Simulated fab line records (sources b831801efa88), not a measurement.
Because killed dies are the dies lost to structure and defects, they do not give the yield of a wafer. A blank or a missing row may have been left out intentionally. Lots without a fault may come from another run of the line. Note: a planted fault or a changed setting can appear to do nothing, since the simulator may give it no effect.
Which of the tools did it? ; flow gf180mcu ; 15 lots with 45 wafers sampled at 5 steps, on a route of 602 steps

WHAT EACH GAUGE READ, for each wafer
The record holds no reading of a measuring or inspecting step that can be judged against a usual standard deviation.

TOOL THAT RAN EACH LOT (tool first, then ch and the chambers of the sampled wafers, then the start)
lot;GF_SALICIDE_SPUTTER_02;GF_M1_SPUTTER_03;GF_V2_ETCH_17;GF_V2_STRIP_18;GF_V3_ETCH_16
L189;pvd_sputter-01, day 14 20:12;pvd_sputter-03, day 15 20:50;rie_diel-02 ch 1,2, day 20 00:00;plasma_asher-03 ch 0,1, day 20 00:13;rie_diel-03 ch 1,2,3, day 22 02:28
L190;pvd_sputter-03, day 15 02:23;pvd_sputter-03, day 16 02:43;rie_diel-04 ch 1,2, day 20 04:00;plasma_asher-03 ch 0,1, day 20 04:49;rie_diel-02 ch 0,1, day 22 07:55
L191;pvd_sputter-03, day 15 11:44;pvd_sputter-03, day 16 12:07;rie_diel-02 ch 0,3, day 20 14:00;plasma_asher-04 ch 0,1, day 20 14:34;rie_diel-03 ch 1,2,3, day 22 18:19
L193;pvd_sputter-04, day 16 14:10;pvd_sputter-01, day 17 15:30;rie_diel-02 ch 0,2,3, day 21 19:00;plasma_asher-04 ch 0,1, day 21 19:50;rie_diel-02 ch 0,1,3, day 23 20:51
L195;pvd_sputter-04, day 17 23:31;pvd_sputter-03, day 19 01:22;rie_diel-01 ch 0,3, day 23 05:00;plasma_asher-03 ch 0,1, day 23 05:38;rie_diel-03 ch 0,1,2, day 25 04:52
L196;pvd_sputter-03, day 18 12:44;pvd_sputter-02, day 19 15:10;rie_diel-01 ch 0,3, day 23 18:00;plasma_asher-01 ch 0,1, day 23 18:50;rie_diel-04 ch 0,1,3, day 25 17:19
L198;pvd_sputter-04, day 19 01:00;pvd_sputter-01, day 20 03:55;rie_diel-01 ch 0,1,2, day 24 09:00;plasma_asher-01 ch 0,1, day 24 09:37;rie_diel-03 ch 0,1, day 26 06:55
L199;pvd_sputter-01, day 19 07:32;pvd_sputter-01, day 20 10:38;rie_diel-04 ch 0,2, day 24 12:00;plasma_asher-04 ch 0,1, day 24 12:32;-
L200;pvd_sputter-04, day 19 11:06;pvd_sputter-02, day 20 13:48;rie_diel-02 ch 0,2,3, day 24 14:00;plasma_asher-03 ch 0,1, day 24 14:58;-
L201;pvd_sputter-01, day 19 19:09;pvd_sputter-03, day 20 22:02;rie_diel-02 ch 0,1,3, day 24 22:00;plasma_asher-04 ch 0,1, day 24 22:14;-
L206;pvd_sputter-01, day 21 05:48;pvd_sputter-03, day 22 08:31;rie_diel-04 ch 0,1,2, day 26 05:00;plasma_asher-03 ch 0,1, day 26 06:05;rie_diel-03 ch 1,3, day 28 00:58
L209;pvd_sputter-04, day 22 11:30;pvd_sputter-01, day 23 12:24;rie_diel-01 ch 1,2, day 27 06:00;plasma_asher-03 ch 1, day 27 06:26;rie_diel-04 ch 1,3, day 28 23:25
L210;pvd_sputter-04, day 22 13:21;pvd_sputter-01, day 23 13:25;rie_diel-04 ch 0,1,2, day 27 07:00;plasma_asher-03 ch 1, day 27 07:08;rie_diel-03 ch 0,2,3, day 29 01:43
L211;pvd_sputter-04, day 22 22:20;pvd_sputter-03, day 23 22:58;rie_diel-04 ch 0,1,2, day 27 15:00;plasma_asher-03 ch 0,1, day 27 15:11;rie_diel-03 ch 0,1,2, day 29 08:03
L212;pvd_sputter-04, day 23 06:09;pvd_sputter-03, day 24 07:22;rie_diel-02 ch 1,2,3, day 27 22:00;plasma_asher-01 ch 0,1, day 27 22:56;rie_diel-03 ch 0,1,2, day 29 14:43
- GF_SALICIDE_SPUTTER_02: material Co, target thk 10 nm, time 20 s.
- GF_M1_SPUTTER_03: material Ti, target thk 10 nm, time 6.7 s.
- GF_V2_ETCH_17: etches SiO2 in C4F8/O2/Ar, stops on TiN, target depth 630 nm.
- GF_V2_STRIP_18: strips in O2/N2.
- GF_V3_ETCH_16: etches BARC in N2/H2.

AS READ BY THE TOOLS THEMSELVES (means over the sampled wafers that have a number; for cases with no such wafer, the mark the record gives instead)
GF_SALICIDE_SPUTTER_02.
lot;tool;throttle_valve_pct (%)
L189;pvd_sputter-01;30.1
L190;pvd_sputter-03;29.5
L191;pvd_sputter-03;29.8
L193;pvd_sputter-04;29.3
L195;pvd_sputter-04;29.8
L196;pvd_sputter-03;30.6
L198;pvd_sputter-04;30.0
L199;pvd_sputter-01;31.0
L200;pvd_sputter-04;29.0
L201;pvd_sputter-01;31.0
L206;pvd_sputter-01;30.5
L209;pvd_sputter-04;29.4
L210;pvd_sputter-04;29.3
L211;pvd_sputter-04;30.0
L212;pvd_sputter-04;28.8

GF_M1_SPUTTER_03.
lot;tool;throttle_valve_pct (%)
L189;pvd_sputter-03;29.8
L190;pvd_sputter-03;29.9
L191;pvd_sputter-03;30.0
L193;pvd_sputter-01;30.8
L195;pvd_sputter-03;29.9
L196;pvd_sputter-02;29.6
L198;pvd_sputter-01;30.8
L199;pvd_sputter-01;30.4
L200;pvd_sputter-02;30.3
L201;pvd_sputter-03;29.1
L206;pvd_sputter-03;30.6
L209;pvd_sputter-01;30.1
L210;pvd_sputter-01;30.1
L211;pvd_sputter-03;29.4
L212;pvd_sputter-03;29.6

GF_V2_ETCH_17.
lot;tool;bias_w (W);chamber_pressure_mTorr (mTorr);oes_product_au (a.u.)
L189;rie_diel-02;1202;40.00;0.857
L190;rie_diel-04;1199;40.00;0.856
L191;rie_diel-02;1203;40.02;0.858
L193;rie_diel-02;1199;39.98;0.858
L195;rie_diel-01;1204;40.02;0.854
L196;rie_diel-01;1198;40.03;0.858
L198;rie_diel-01;1200;39.99;0.856
L199;rie_diel-04;-;-;-
L200;rie_diel-02;-;-;-
L201;rie_diel-02;-;-;-
L206;rie_diel-04;1202;39.98;0.861
L209;rie_diel-01;1200;40.01;0.857
L210;rie_diel-04;1200;39.99;0.854
L211;rie_diel-04;1196;40.05;0.858
L212;rie_diel-02;1195;40.00;0.861

GF_V2_STRIP_18.
lot;tool;drypump_motor_current_A (A);heater_power_w (W);oes_product_au (a.u.)
L189;plasma_asher-03;5.9;341;0.591
L190;plasma_asher-03;5.9;333;0.595
L191;plasma_asher-04;5.2;309;0.598
L193;plasma_asher-04;5.2;301;0.591
L195;plasma_asher-03;5.8;331;0.596
L196;plasma_asher-01;5.9;336;0.597
L198;plasma_asher-01;5.8;320;0.593
L199;plasma_asher-04;5.2;308;0.672
L200;plasma_asher-03;5.9;344;0.669
L201;plasma_asher-04;5.2;304;0.667
L206;plasma_asher-03;5.8;328;0.594
L209;plasma_asher-03;5.8;323;0.593
L210;plasma_asher-03;5.8;322;0.589
L211;plasma_asher-03;5.9;338;0.594
L212;plasma_asher-01;5.9;341;0.594

GF_V3_ETCH_16.
lot;tool;bias_w (W);chamber_pressure_mTorr (mTorr);drypump_motor_current_A (A);oes_product_au (a.u.);throttle_valve_pct (%)
L189;rie_diel-03;99.9;30.016;5.3;0.852;13.228
L190;rie_diel-02;100.0;29.997;6.4;0.859;13.226
L191;rie_diel-03;100.2;30.003;5.3;0.850;13.229
L193;rie_diel-02;100.1;29.976;6.0;0.859;13.226
L195;rie_diel-03;99.7;29.980;5.7;0.860;13.227
L196;rie_diel-04;100.0;29.958;5.9;0.853;13.217
L198;rie_diel-03;100.5;29.994;5.9;0.855;13.223
L206;rie_diel-03;100.4;30.023;5.4;0.862;13.226
L209;rie_diel-04;100.3;30.006;6.2;0.857;13.229
L210;rie_diel-03;100.1;29.992;5.4;0.856;13.224
L211;rie_diel-03;100.1;30.004;5.6;0.860;13.229
L212;rie_diel-03;99.9;29.981;5.7;0.857;13.234

THE ANSWER, worked out from the rows above alone
Rule: what is usual is taken from the lots themselves. Put in order of their means at a reading, lots are off if they are a third of the lots or fewer, leave a main group of 4 or more, and stand apart from it by a gap of 3 or more times the standard deviation of the main group's means; of several such gaps the widest counts. If all means in a main group match to the digits the tables above print for the reading, that group is not used. Also off: a lot with no number at a reading for which 4 or more lots have one. Where the step has rows for the other lots, those lots are counted as sound. After the gauges, taken in route order, come the tools' own readings; for these a lot's mean is taken, as printed above. At the first step where some lot is off, the reading lying furthest off is the one used; lots without a number count as furthest.
Off, at GF_V2_ETCH_17 on bias_w: L199, L200, L201. Without a number there: L199, L200, L201. For the main group the mean is 1200 W and the standard deviation 2.6.
If a tool, at that step or one of the process steps before it, ran each lot that is off and ran no sound lot following the first of them, it fits. Not one of the candidates tried fits.

WHAT THE SIMULATOR PUT IN
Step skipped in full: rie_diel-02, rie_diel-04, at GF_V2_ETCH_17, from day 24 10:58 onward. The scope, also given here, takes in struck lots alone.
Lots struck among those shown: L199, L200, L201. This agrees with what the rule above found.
